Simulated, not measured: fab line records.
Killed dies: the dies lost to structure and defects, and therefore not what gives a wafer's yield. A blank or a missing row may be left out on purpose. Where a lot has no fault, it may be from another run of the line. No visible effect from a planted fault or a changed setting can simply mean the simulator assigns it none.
The tool behind it: which one? + flow gf180mcu + Sampling: 13 lots, 39 wafers, 4 of 602 route steps

== WHAT THE GAUGES READ, wafer by wafer ==
GF_HV_LDD_TW_MEAS_11. Usual: HV_LDD_TW gives 2398 (standard deviation 28).
| lot  | measured     | on           | HV_LDD_TW      | flag |
|------|--------------|--------------|----------------|------|
| L399 | day 10 01:32 | filmMetro-04 | 2434 2427 2424 |      |
| L400 | day 10 07:44 | filmMetro-01 | 2387 2369 2393 |      |
| L403 | day 11 10:21 | filmMetro-01 | 2384 2388 2407 |      |
| L407 | day 12 10:38 | filmMetro-01 | 2379 2382      |      |
| L409 | day 13 05:26 | filmMetro-04 | 2428 2432      |      |
| L412 | day 13 21:32 | filmMetro-02 | 2382 2377 2373 |      |
| L415 | day 15 07:05 | filmMetro-01 | 2382 2374 2382 |      |
| L417 | day 15 11:40 | filmMetro-01 | 2379 2389 2389 |      |
| L418 | day 16 01:40 | filmMetro-02 | 2376 2365 2380 |      |
| L419 | day 16 09:38 | filmMetro-02 | 2358 2376 2362 |      |
| L420 | day 16 12:19 | filmMetro-04 | 2418 2409 2424 |      |
| L421 | day 16 17:58 | filmMetro-04 | 2440 2432 2419 |      |
| L422 | day 17 04:52 | filmMetro-04 | 2441 2426 2429 |      |

== EACH LOT AND THE TOOL THAT RAN IT (in order: tool; ch and the chambers of the sampled wafers; start) ==
| lot  | GF_VT_IMPLANT_RTA_45            | GF_POLY_GATE_ETCH_13            | GF_POLY_GATE_STRIP_14               |
|------|---------------------------------|---------------------------------|-------------------------------------|
| L399 | rtpAnneal-01 ch 0, day 7 13:25  | rieSi-01 ch 1,2,3, day 9 05:13  | plasmaAsher-01 ch 0,1, day 9 05:16  |
| L400 | rtpAnneal-02 ch 0, day 7 18:39  | rieSi-01 ch 2,3, day 9 11:20    | plasmaAsher-04 ch 0,1, day 9 11:25  |
| L403 | rtpAnneal-01 ch 0, day 8 19:43  | rieSi-01 ch 0,2,3, day 10 12:46 | plasmaAsher-01 ch 0,1, day 10 12:49 |
| L407 | rtpAnneal-01 ch 0, day 9 17:21  | rieSi-01 ch 0,2,3, day 11 13:02 | plasmaAsher-04 ch 0,1, day 11 13:05 |
| L409 | rtpAnneal-02 ch 0, day 10 07:33 | rieSi-01 ch 2,3, day 12 07:25   | plasmaAsher-03 ch 0,1, day 12 07:28 |
| L412 | rtpAnneal-01 ch 0, day 11 03:45 | rieSi-02 ch 0,1,2, day 13 00:04 | plasmaAsher-01 ch 0,1, day 13 00:07 |
| L415 | rtpAnneal-02 ch 0, day 12 05:11 | rieSi-02 ch 0,1,3, day 14 03:41 | plasmaAsher-04 ch 0,1, day 14 03:45 |
| L417 | rtpAnneal-02 ch 0, day 12 14:31 | rieSi-01 ch 0,1,3, day 14 11:44 | plasmaAsher-03 ch 0,1, day 14 11:47 |
| L418 | rtpAnneal-02 ch 0, day 12 23:50 | rieSi-01 ch 0,1,3, day 15 01:11 | plasmaAsher-03 ch 0,1, day 15 01:14 |
| L419 | rtpAnneal-02 ch 0, day 13 05:08 | rieSi-02 ch 0,1,2, day 15 09:07 | plasmaAsher-03 ch 0,1, day 15 09:10 |
| L420 | rtpAnneal-01 ch 0, day 13 11:07 | rieSi-01 ch 0,1,2, day 15 12:29 | plasmaAsher-01 ch 0,1, day 15 12:32 |
| L421 | rtpAnneal-02 ch 0, day 13 15:34 | rieSi-01 ch 0,2, day 15 17:26   | plasmaAsher-04 ch 0,1, day 15 17:29 |
| L422 | rtpAnneal-02 ch 0, day 14 01:05 | rieSi-02 ch 0,2, day 16 04:02   | plasmaAsher-01 ch 0,1, day 16 04:05 |
- GF_VT_IMPLANT_RTA_45: time 30 s.
- GF_POLY_GATE_ETCH_13: etches poly-Si in HBr/Cl2, stops on SiO2, target depth 198.5 nm, time 69.6 s.
- GF_POLY_GATE_STRIP_14: strips in O2/N2.

== WHAT THE TOOLS THEMSELVES READ (means of the sampled wafers that have a number; where no wafer has one, the mark that the record gives instead) ==
GF_VT_IMPLANT_RTA_45. Usual: chamberO2Ppm 1.999, standard deviation 0.021; lampPowerPct 39.5 %, standard deviation 1.2; wafer_temp_C_max 1054.8, standard deviation 1.1.
| lot  | tool         | chamberO2Ppm | lampPowerPct (%) | wafer_temp_C_max | flag |
|------|--------------|--------------|------------------|------------------|------|
| L399 | rtpAnneal-01 | 1.996        | 38.1             | 1053.8           |      |
| L400 | rtpAnneal-02 | 1.987        | 40.4             | 1054.8           |      |
| L403 | rtpAnneal-01 | 1.996        | 38.1             | 1054.7           |      |
| L407 | rtpAnneal-01 | 1.981        | 38.0             | 1054.3           |      |
| L409 | rtpAnneal-02 | 2.000        | 40.4             | 1055.1           |      |
| L412 | rtpAnneal-01 | 2.021        | 38.1             | 1054.5           |      |
| L415 | rtpAnneal-02 | 1.983        | 40.5             | 1055.7           |      |
| L417 | rtpAnneal-02 | 2.023        | 40.5             | 1055.0           |      |
| L418 | rtpAnneal-02 | 2.003        | 40.4             | 1055.9           |      |
| L419 | rtpAnneal-02 | 1.991        | 40.4             | 1053.8           |      |
| L420 | rtpAnneal-01 | 1.983        | 38.1             | 1054.0           |      |
| L421 | rtpAnneal-02 | 1.984        | 40.4             | 1056.9           |      |
| L422 | rtpAnneal-02 | 2.010        | 40.5             | 1054.2           |      |

GF_POLY_GATE_ETCH_13. Usual: drypumpMotorCurrentA 5.5 A, standard deviation 0.35; oesProductAu 0.991 a.u., standard deviation 0.0088; runLengthS 98.0 s, standard deviation 0.5; throttleValvePct 33.686 %, standard deviation 0.0086.
| lot  | tool     | drypumpMotorCurrentA (A) | oesProductAu (a.u.) | runLengthS (s) | throttleValvePct (%) | flag |
|------|----------|--------------------------|---------------------|----------------|----------------------|------|
| L399 | rieSi-01 | 5.4                      | 0.989               | 97.8           | 33.685               |      |
| L400 | rieSi-01 | 5.3                      | 0.993               | 97.9           | 33.688               |      |
| L403 | rieSi-01 | 5.5                      | 1.003               | 98.0           | 33.686               |      |
| L407 | rieSi-01 | 5.4                      | 0.994               | 90.6           | 33.689               | OFF  |
| L409 | rieSi-01 | 5.4                      | 1.005               | 90.4           | 33.696               | OFF  |
| L412 | rieSi-02 | 5.6                      | 0.996               | 97.6           | 33.689               |      |
| L415 | rieSi-02 | 5.8                      | 0.994               | 97.9           | 33.683               |      |
| L417 | rieSi-01 | 5.6                      | 0.977               | 98.2           | 33.690               |      |
| L418 | rieSi-01 | 5.5                      | 0.981               | 97.8           | 33.692               |      |
| L419 | rieSi-02 | 5.6                      | 0.994               | 98.0           | 33.683               |      |
| L420 | rieSi-01 | 5.5                      | 0.982               | 98.3           | 33.681               |      |
| L421 | rieSi-01 | 5.6                      | 0.989               | 98.6           | 33.686               |      |
| L422 | rieSi-02 | 5.5                      | 0.992               | 97.9           | 33.692               |      |

GF_POLY_GATE_STRIP_14. Usual: drypumpMotorCurrentA 5.8 A, standard deviation 0.39; heaterPowerW 310 W, standard deviation 31; oesProductAu 0.505 a.u., standard deviation 0.0046.
| lot  | tool           | drypumpMotorCurrentA (A) | heaterPowerW (W) | oesProductAu (a.u.) | flag |
|------|----------------|--------------------------|------------------|---------------------|------|
| L399 | plasmaAsher-01 | 5.8                      | 326              | 0.511               |      |
| L400 | plasmaAsher-04 | 5.3                      | 285              | 0.502               |      |
| L403 | plasmaAsher-01 | 5.8                      | 331              | 0.503               |      |
| L407 | plasmaAsher-04 | 5.3                      | 285              | 0.514               |      |
| L409 | plasmaAsher-03 | 6.0                      | 295              | 0.512               |      |
| L412 | plasmaAsher-01 | 6.1                      | 335              | 0.507               |      |
| L415 | plasmaAsher-04 | 5.3                      | 283              | 0.503               |      |
| L417 | plasmaAsher-03 | 6.0                      | 285              | 0.508               |      |
| L418 | plasmaAsher-03 | 5.9                      | 301              | 0.505               |      |
| L419 | plasmaAsher-03 | 6.0                      | 289              | 0.508               |      |
| L420 | plasmaAsher-01 | 6.1                      | 335              | 0.507               |      |
| L421 | plasmaAsher-04 | 5.5                      | 311              | 0.506               |      |
| L422 | plasmaAsher-01 | 6.0                      | 336              | 0.506               |      |

== THE ANSWER, worked out from the rows above alone ==
Rule: a lot counts as off when the mean over its wafers that have a number is more than 3 standard deviations away from the usual mean. Also off: a lot with no number at a reading for which 4 or more lots have one. The other lots that the step has rows for count as sound. Order of review: gauges by route order, followed by the tools' own readings, for which a lot's mean as printed above is used. At the first step where some lot is off, the reading lying furthest off is the one used; lots without a number count as furthest.
Off: L407, L409 (GF_POLY_GATE_ETCH_13, runLengthS).
If a tool, at that step or one of the process steps before it, ran each lot that is off and ran no sound lot following the first of them, it fits. Not one of the candidates tried fits.

== WHAT HAD BEEN PUT IN BY THE SIMULATOR ==
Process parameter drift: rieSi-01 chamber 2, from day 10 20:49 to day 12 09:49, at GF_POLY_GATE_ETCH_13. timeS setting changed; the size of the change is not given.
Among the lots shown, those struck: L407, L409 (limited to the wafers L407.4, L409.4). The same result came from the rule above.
